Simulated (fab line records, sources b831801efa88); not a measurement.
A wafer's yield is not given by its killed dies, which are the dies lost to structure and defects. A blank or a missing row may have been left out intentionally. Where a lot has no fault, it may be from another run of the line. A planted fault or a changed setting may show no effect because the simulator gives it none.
fab line records -- flow sky130
[record] lots = 14, wafers = 42, last-day = 50
route steps=708 shown METAL2@502 VIA2@509 METAL3@560 VIA3@575
lots with no fault: from the same line, run without faults
start-h: hours from the record's first day to the start of the lot's first wafer shown -- wait-h: hours elapsed since this lot's preceding step -- " same as the row above -- L1.1+2: a row that stands for several wafers -- - either no value or no given start -- * or withheld: withheld -- < > ~ a bound
route shown NAME@n: names a module that has steps shown in the file, with the first one's number in the route -- usual: mean/standard deviation taken from wafers without a fault -- same: alike in all rows -- chamber/n: place in a boat -- sites: readings site by site -- _std_site: their standard deviation -- _edge_site: the outer-site mean with the inner-site mean subtracted -- radius-mm: for every site, how far away it sits from the centre of the wafer -- mask NAME#n: copy n -- behind: the last tool/chamber to shape the wafer -- hold: the reason the lot was held/the length of the hold in hours/how it ended -- device: the transistor (n, p or np) that didn't switch -- end of line: the route-end tests of the same wafers -- where a step has no rows: the recipe by itself -- killed: dies lost to structure and defects at the first sort, not the wafer's yield -- map: a wafer's dies, x killed, . not, _ none there
set.NAME: setting as actually run; set.NAME@STEP: the setting as run at that earlier step -- model.NAME: the simulator's own value behind a step, which no gauge read
a sample of lots followed through the steps of the route, with each step as a table and each wafer as a row
services: the hour from which a tool's chamber was out of use, counted from the record's first day as start-h (under 0 if before that day), plus the number of hours and why
[[steps]]
[step SKY_METAL2_METAL_ETCH_19]
[recipe] target-depth-a = 3600, stop-on = SiO2, over-etch-frac = 0.3, time-s = 78, chemistry = Cl2/BCl3, resist-sidewall-deg = 88, pressure-mtorr = 10, icp-w = 900, bias-w = 48.5, Cl2_flow_sccm = 60, bcl3-flow-sccm = 30
[usual] drypump-motor-current-A = 5.6/0.44, oes-product-au = 0.851/0.006, throttle-valve-pct = 22.265/0.0091
lot.wafer,tool,chamber,start-h,wait-h,drypump-motor-current-A,oes-product-au,rf-hours-counter-h,throttle-valve-pct
L729.2,rie-metal-01,1,821.98,0.0,5.7,0.856,16,22.258
L729.3,rie-metal-01,0,821.98,0.0,5.1,0.860,-,22.266
L729.4,rie-metal-01,1,821.98,0.0,5.6,0.854,-,22.265
L730.1,rie-metal-04,1,831.71,0.0,6.0,0.850,6,22.259
L730.4,rie-metal-04,0,831.71,0.0,5.6,0.845,-,22.274
L730.5,rie-metal-04,0,831.71,0.0,5.6,0.839,-,22.270
L731.2,rie-metal-02,1,836.28,0.0,6.3,0.853,13,22.272
L731.3,rie-metal-02,0,836.28,0.0,5.2,0.858,-,22.272
L731.6,rie-metal-02,0,836.28,0.0,5.3,0.854,-,22.263
L733.1,rie-metal-02,0,845.78,0.0,5.2,0.860,1,22.261
L733.4,rie-metal-02,0,845.78,0.0,5.3,0.859,-,22.248
L733.6,rie-metal-02,1,845.78,0.0,6.2,0.853,-,22.276
L736.1,rie-metal-04,0,868.43,0.0,5.6,0.853,15,22.263
L736.3,rie-metal-04,0,868.43,0.0,5.6,0.849,-,22.265
L736.5,rie-metal-04,0,868.43,0.0,5.6,0.851,-,22.269
L746.1,rie-metal-04,1,942.83,0.1,6.1,0.843,12,22.244
L746.2,rie-metal-04,1,942.83,0.1,6.1,0.852,-,22.271
L746.5,rie-metal-04,1,942.83,0.1,6.1,0.847,-,22.278
L745.1,rie-metal-01,0,943.23,0.0,5.1,0.858,12,22.263
L745.2,rie-metal-01,1,943.23,0.0,5.7,0.840,0,22.264
L745.5,rie-metal-01,1,943.23,0.0,5.6,0.846,-,22.269
L744.2,rie-metal-04,1,944.91,0.1,6.0,0.863,-,22.277
L744.4,rie-metal-04,1,944.91,0.1,6.0,0.860,-,22.260
L744.6,rie-metal-04,1,944.91,0.1,6.1,0.851,-,22.262
L747.1,rie-metal-02,1,969.83,0.0,6.2,0.848,19,22.254
L747.3,rie-metal-02,0,969.83,0.0,5.3,0.846,-,22.273
L747.6,rie-metal-02,0,969.83,0.0,5.3,0.845,-,22.268
L748.1,rie-metal-01,0,972.13,0.0,5.1,0.845,14,22.261
L748.3,rie-metal-01,1,972.13,0.0,5.6,0.849,-,22.270
L748.4,rie-metal-01,0,972.13,0.0,5.1,0.853,-,22.272
L749.3,rie-metal-02,1,972.74,0.1,6.3,0.845,-,22.257
L749.4,rie-metal-02,0,972.74,0.1,5.2,0.841,-,22.257
L749.6,rie-metal-02,0,972.74,0.1,5.2,0.837,-,22.270
L750.4,rie-metal-04,0,973.26,0.1,5.5,0.852,-,22.270
L750.5,rie-metal-04,0,973.26,0.1,5.6,0.853,-,22.247
L750.6,rie-metal-04,1,973.26,0.1,6.1,0.859,-,22.262
L751.1,rie-metal-04,1,975.25,0.0,6.1,0.839,15,22.275
L751.2,rie-metal-04,0,975.25,0.0,5.5,0.857,1,22.276
L751.3,rie-metal-04,0,975.25,0.0,5.5,0.849,-,22.261
L752.3,rie-metal-02,0,980.14,0.1,5.2,0.847,-,22.273
L752.5,rie-metal-02,0,980.14,0.1,5.2,0.859,-,22.264
L752.6,rie-metal-02,0,980.14,0.1,5.2,0.852,-,22.258
[step SKY_VIA2_CMP_02]
[recipe] material = SiO2, down-force-psi = 4, platen-rpm = 60, pad-velocity-m-s = 0.94248
[usual] motor-current-A = 12.5/1.3, retaining-ring-pressure-frac = 1.001/0.0048
lot.wafer,tool,chamber,start-h,wait-h,motor-current-A,retaining-ring-pressure-frac
L729.3,cmp-02,3,822.90,0.1,12.4,0.992
L729.2,cmp-02,0,822.90,0.1,11.3,1.005
L729.4,cmp-02,1,822.90,0.1,11.8,1.008
L730.1,cmp-01,2,832.63,0.1,11.3,1.003
L730.4,cmp-01,0,832.63,0.1,12.7,0.996
L730.5,cmp-01,3,832.63,0.1,14.4,0.999
L731.3,cmp-02,1,837.35,0.2,12.7,0.996
L731.2,cmp-02,2,837.35,0.2,11.5,0.997
L731.6,cmp-02,3,837.35,0.2,13.2,0.997
L733.4,cmp-02,1,846.70,0.1,12.0,1.010
L733.1,cmp-02,2,846.70,0.1,11.8,1.005
L733.6,cmp-02,1,846.70,0.1,12.0,1.004
L736.1,cmp-01,2,869.33,0.1,12.3,1.013
L736.3,cmp-01,0,869.33,0.1,12.6,1.001
L736.5,cmp-01,3,869.33,0.1,15.3,1.007
L746.2,cmp-01,2,943.83,0.0,11.3,0.998
L746.1,cmp-01,0,943.83,0.0,12.1,1.002
L746.5,cmp-01,2,943.83,0.0,11.9,0.994
L745.2,cmp-02,2,944.11,0.0,12.4,0.998
L745.1,cmp-02,1,944.11,0.0,12.1,1.004
L745.5,cmp-02,3,944.11,0.0,12.7,1.000
L744.4,cmp-02,1,945.83,0.0,12.7,0.997
L744.2,cmp-02,2,945.83,0.0,12.7,0.993
L744.6,cmp-02,1,945.83,0.0,12.8,1.005
L747.3,cmp-01,1,970.85,0.0,11.8,1.004
L747.1,cmp-01,2,970.85,0.0,11.5,1.007
L747.6,cmp-01,1,970.85,0.0,11.4,1.008
L748.4,cmp-01,0,973.43,0.0,13.3,0.998
L748.3,cmp-01,1,973.43,0.0,11.6,0.998
L748.1,cmp-01,3,973.43,0.0,15.1,0.996
L749.4,cmp-02,2,974.07,0.0,12.7,1.002
L749.3,cmp-02,3,974.07,0.0,12.6,1.013
L749.6,cmp-02,2,974.07,0.0,12.2,1.000
L750.4,cmp-01,0,974.21,0.1,13.1,0.996
L750.5,cmp-01,3,974.21,0.1,14.7,0.998
L750.6,cmp-01,0,974.21,0.1,12.8,1.004
L751.1,cmp-01,3,976.12,0.1,15.6,0.996
L751.2,cmp-01,1,976.12,0.1,11.8,1.006
L751.3,cmp-01,2,976.12,0.1,12.5,1.000
L752.3,cmp-01,1,981.04,0.0,11.5,0.999
L752.6,cmp-01,1,981.04,0.0,11.7,1.000
L752.5,cmp-01,2,981.04,0.0,11.6,1.000
[step SKY_METAL3_EXPOSE_10]
[recipe] mask-id = MM3, na = 0.68, source-shape = annular, sigma-inner = 0.4, sigma-outer = 0.8, target-cd-nm = 300, dose-mj = 28.32
lot.wafer,tool,chamber,start-h,wait-h,mask
L729.2+3+4,krf-scanner-01,0,892.16,-,MM3#0
L730.1+4+5,krf-scanner-01,0,900.57,-,MM3#0
L731.2+3+6,krf-scanner-02,0,905.56,-,MM3#0
L733.1+4+6,krf-scanner-02,0,915.47,-,MM3#0
L736.1+3+5,krf-scanner-02,0,936.82,-,MM3#0
L746.1+2+5,krf-scanner-02,0,1004.61,-,MM3#0
L745.1+2+5,krf-scanner-02,0,1006.23,-,MM3#0
L744.2+4+6,krf-scanner-02,0,1007.00,-,MM3#0
L747.1+3+6,krf-scanner-01,0,1030.39,-,MM3#0
L748.1+3+4,krf-scanner-02,0,1033.76,-,MM3#0
L749.3+4+6,krf-scanner-01,0,1034.60,-,MM3#0
L750.4+5+6,krf-scanner-02,0,1034.86,-,MM3#0
L751.1+2+3,krf-scanner-02,0,1036.73,-,MM3#0
L752.3+5+6,krf-scanner-01,0,1041.83,-,MM3#0
[step SKY_METAL3_CD_MEAS_13]
[recipe] target-cd-nm = 300
[usual] cd-nm = 299.0/1.4
lot.wafer,tool,chamber,start-h,wait-h,cd-nm
L729.2,cd-sem-02,-,904.23,-,297.8
L729.3,cd-sem-02,-,904.23,-,297.4
L729.4,cd-sem-02,-,904.23,-,298.8
L730.1,cd-sem-01,-,914.18,-,298.3
L730.4,cd-sem-01,-,914.18,-,299.5
L730.5,cd-sem-01,-,914.18,-,297.7
L731.2,cd-sem-01,-,918.69,-,299.5
L731.3,cd-sem-01,-,918.69,-,298.5
L731.6,cd-sem-01,-,918.69,-,297.8
L733.1,cd-sem-01,-,927.02,-,280.0
L733.4,cd-sem-01,-,927.02,-,282.8
L733.6,cd-sem-01,-,927.02,-,296.3
L736.1,cd-sem-02,-,948.76,-,285.8
L736.3,cd-sem-02,-,948.76,-,300.8
L736.5,cd-sem-02,-,948.76,-,300.2
L746.1,cd-sem-01,-,1016.68,-,299.2
L746.2,cd-sem-01,-,1016.68,-,301.7
L746.5,cd-sem-01,-,1016.68,-,298.1
L745.1,cd-sem-02,-,1018.46,-,300.8
L745.2,cd-sem-02,-,1018.46,-,300.1
L745.5,cd-sem-02,-,1018.46,-,300.8
L744.2,cd-sem-01,-,1018.92,-,298.3
L744.4,cd-sem-01,-,1018.92,-,298.9
L744.6,cd-sem-01,-,1018.92,-,297.8
L747.1,cd-sem-01,-,1042.02,-,299.4
L747.3,cd-sem-01,-,1042.02,-,295.9
L747.6,cd-sem-01,-,1042.02,-,298.6
L748.1,cd-sem-02,-,1045.42,-,300.4
L748.3,cd-sem-02,-,1045.42,-,302.7
L748.4,cd-sem-02,-,1045.42,-,300.3
L749.3,cd-sem-02,-,1045.81,-,296.8
L749.4,cd-sem-02,-,1045.81,-,298.9
L749.6,cd-sem-02,-,1045.81,-,297.8
L750.4,cd-sem-02,-,1046.18,-,298.2
L750.5,cd-sem-02,-,1046.18,-,299.1
L750.6,cd-sem-02,-,1046.18,-,299.7
L751.1,cd-sem-01,-,1047.85,-,300.7
L751.2,cd-sem-01,-,1047.85,-,297.7
L751.3,cd-sem-01,-,1047.85,-,299.8
L752.3,cd-sem-02,-,1051.67,-,300.7
L752.5,cd-sem-02,-,1051.67,-,300.0
L752.6,cd-sem-02,-,1051.67,-,300.2
[step SKY_VIA3_CMP_02]
[recipe] material = SiO2, down-force-psi = 4, platen-rpm = 60, pad-velocity-m-s = 0.94248
[usual] motor-current-A = 12.4/1.2, retaining-ring-pressure-frac = 1.000/0.0052
lot.wafer,tool,chamber,start-h,wait-h,motor-current-A,retaining-ring-pressure-frac
L729.3,cmp-01,1,905.76,0.1,12.1,0.989
L729.2,cmp-01,2,905.76,0.1,12.0,1.006
L729.4,cmp-01,0,905.76,0.1,12.7,1.001
L730.4,cmp-01,0,915.53,0.1,11.8,1.000
L730.1,cmp-01,2,915.53,0.1,12.1,0.995
L730.5,cmp-01,0,915.53,0.1,12.5,0.992
L731.3,cmp-01,2,920.19,0.0,11.9,0.996
L731.2,cmp-01,1,920.19,0.0,11.4,1.001
L731.6,cmp-01,2,920.19,0.0,12.4,0.999
L733.4,cmp-02,2,928.36,0.0,13.1,1.006
L733.1,cmp-02,0,928.36,0.0,10.2,0.995
L733.6,cmp-02,2,928.36,0.0,12.7,1.001
L736.1,cmp-02,1,950.20,0.1,12.4,0.997
L736.3,cmp-02,2,950.20,0.1,13.1,1.000
L736.5,cmp-02,1,950.20,0.1,12.7,0.995
L746.1,cmp-01,2,1018.03,0.1,12.1,0.996
L746.2,cmp-01,3,1018.03,0.1,15.0,1.005
L746.5,cmp-01,1,1018.03,0.1,11.8,1.006
L745.1,cmp-02,2,1019.82,0.1,12.6,1.000
L745.2,cmp-02,3,1019.82,0.1,12.2,0.997
L745.5,cmp-02,2,1019.82,0.1,12.4,1.006
L744.2,cmp-02,1,1020.25,0.0,12.4,0.995
L744.4,cmp-02,0,1020.25,0.0,9.5,1.005
L744.6,cmp-02,1,1020.25,0.0,12.3,0.996
L747.3,cmp-01,0,1043.37,0.1,13.3,1.009
L747.1,cmp-01,2,1043.37,0.1,11.8,0.997
L747.6,cmp-01,3,1043.37,0.1,14.7,1.000
L748.3,cmp-02,1,1046.77,0.1,12.2,0.999
L748.1,cmp-02,2,1046.77,0.1,12.4,0.997
L748.4,cmp-02,3,1046.77,0.1,12.5,0.999
L749.4,cmp-02,2,1047.07,0.0,12.0,0.998
L749.3,cmp-02,0,1047.07,0.0,11.0,1.001
L749.6,cmp-02,3,1047.07,0.0,13.2,0.997
L750.4,cmp-01,3,1047.42,0.0,14.6,1.002
L750.6,cmp-01,3,1047.42,0.0,14.6,1.001
L750.5,cmp-01,0,1047.42,0.0,11.7,1.000
L751.1,cmp-02,2,1049.20,0.1,11.9,1.007
L751.2,cmp-02,3,1049.20,0.1,13.0,1.002
L751.3,cmp-02,0,1049.20,0.1,10.4,1.001
L752.3,cmp-02,1,1053.12,0.2,12.4,0.995
L752.6,cmp-02,2,1053.12,0.2,12.5,1.002
L752.5,cmp-02,3,1053.12,0.2,13.6,1.011
[[services]]
tool,chamber,start-h,hours,kind
krf-scanner-01,-,804.82,3.8,repair
krf-scanner-02,-,823.79,1.9,repair
krf-scanner-02,-,836.04,0.9,repair
krf-scanner-01,-,841.35,1.3,pm
cmp-01,-,856.61,1.4,repair
krf-scanner-02,-,868.06,1.0,pm
cmp-02,-,869.71,2.1,repair
krf-scanner-01,-,878.09,11.6,pm
rie-metal-04,-,888.36,0.8,repair
krf-scanner-02,-,897.65,1.3,pm
krf-scanner-02,-,902.09,0.8,pm
cmp-02,-,903.90,2.7,pm
cmp-02,-,912.08,4.0,pm
cmp-01,-,932.88,4.0,pm
krf-scanner-01,-,934.20,1.0,pm
krf-scanner-01,-,944.59,0.8,pm
krf-scanner-02,-,954.39,2.4,repair
cmp-01,-,978.46,0.8,repair
rie-metal-02,-,988.15,0.1,repair
krf-scanner-02,-,998.69,3.1,repair
cmp-02,-,1007.79,2.1,repair
cmp-01,-,1010.00,6.4,pm
cmp-01,-,1018.34,0.8,repair
krf-scanner-02,-,1037.06,1.0,pm
[[key]]
[first-sign] step = SKY_METAL3_CD_MEAS_13, reading = cd-nm, direction = down, sigmas = 12, usual = 299.0, struck = 282.8
effect none on later readings
met-at SKY_METAL3_EXPOSE_10
struck-lots L733,L736
struck-wafers L733.1,L733.4,L736.1
sort-left-out L733.1,L733.4,L736.1
not-acting-at SKY_METAL2_METAL_ETCH_19,SKY_VIA2_CMP_02,SKY_VIA3_CMP_02
onset-between 905.56 915.47
[fault] kind = process-parameter-drift, tool = krf-scanner-02, chamber = -, onset-h = 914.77, steps = SKY_METAL3_EXPOSE_10, channel = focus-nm, offset = 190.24, shape = step, end-h = 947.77, scope = struck-wafers-only
// sort-left-out: the simulated sort isn't trusted on such a fault, so these wafers' sort isn't shown, and their yield isn't known
